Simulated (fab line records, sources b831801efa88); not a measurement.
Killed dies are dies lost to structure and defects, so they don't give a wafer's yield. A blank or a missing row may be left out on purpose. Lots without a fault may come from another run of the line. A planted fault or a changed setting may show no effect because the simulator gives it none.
Which tool did it? | flow gf180mcu | 6 lots, 18 wafers sampled, at 3 steps of a route of 602

WHAT THE GAUGES READ, wafer by wafer
GF_MVPSD_OVL_MEAS_07.
lot  | measured     | on         | MVPSD_OVL (nm)
L532 | day 5 13:50  | overlay-01 | -2.9 -3.4 -0.6
L535 | day 6 08:18  | overlay-01 | 2.7 0.7 2.7
L537 | day 6 19:05  | overlay-01 | -1.3 -0.1 -0.8
L539 | day 7 05:47  | overlay-01 | 1.1 0.4 1.1
L547 | day 9 06:05  | overlay-02 | 0.7 1.7 2.6
L551 | day 10 07:14 | overlay-01 | 0.3 0.0 -0.7

WHICH TOOL RAN EACH LOT (tool, then ch and the chambers of the sampled wafers, then the start)
lot  | GF_STI_ETCH_13                    | GF_STI_STRIP_15
L532 | rie_diel-03 ch 0,1,2, day 2 13:43 | plasma_asher-03 ch 0,1, day 2 13:52
L535 | rie_diel-02 ch 0,2,3, day 3 03:45 | plasma_asher-03 ch 0,1, day 3 03:56
L537 | rie_diel-02 ch 0,2,3, day 3 12:51 | plasma_asher-01 ch 0,1, day 3 13:01
L539 | rie_diel-02 ch 2,3, day 4 00:13   | plasma_asher-02 ch 0,1, day 4 00:22
L547 | rie_diel-02 ch 0,1,2, day 5 17:48 | plasma_asher-01 ch 0,1, day 5 17:58
L551 | rie_diel-01 ch 0,1,3, day 6 13:51 | plasma_asher-03 ch 0,1, day 6 14:00
- GF_STI_ETCH_13: etches the open film in CHF3/O2, stops on Si, target depth 282.31 nm, time 112.9 s.
- GF_STI_STRIP_15: strips in O2/N2.

THE ANSWER, worked out from the rows above alone
Rule: what is usual is taken from the lots themselves. Put in order of their means at a reading, lots are off if they are a third of the lots or fewer, leave a main group of 4 or more, and stand apart from it by a gap of 3 or more times the standard deviation of the main group's means; of several such gaps the widest counts. A main group whose means are all the same, to the digits that the tables above print for the reading, isn't used. A lot without any number at a reading at which 4 lots or more have one is off too. The other lots that the step has rows for count as sound.
No lot is off at any reading shown: from this, nothing can be told.

WHAT THE SIMULATOR HAD PUT IN
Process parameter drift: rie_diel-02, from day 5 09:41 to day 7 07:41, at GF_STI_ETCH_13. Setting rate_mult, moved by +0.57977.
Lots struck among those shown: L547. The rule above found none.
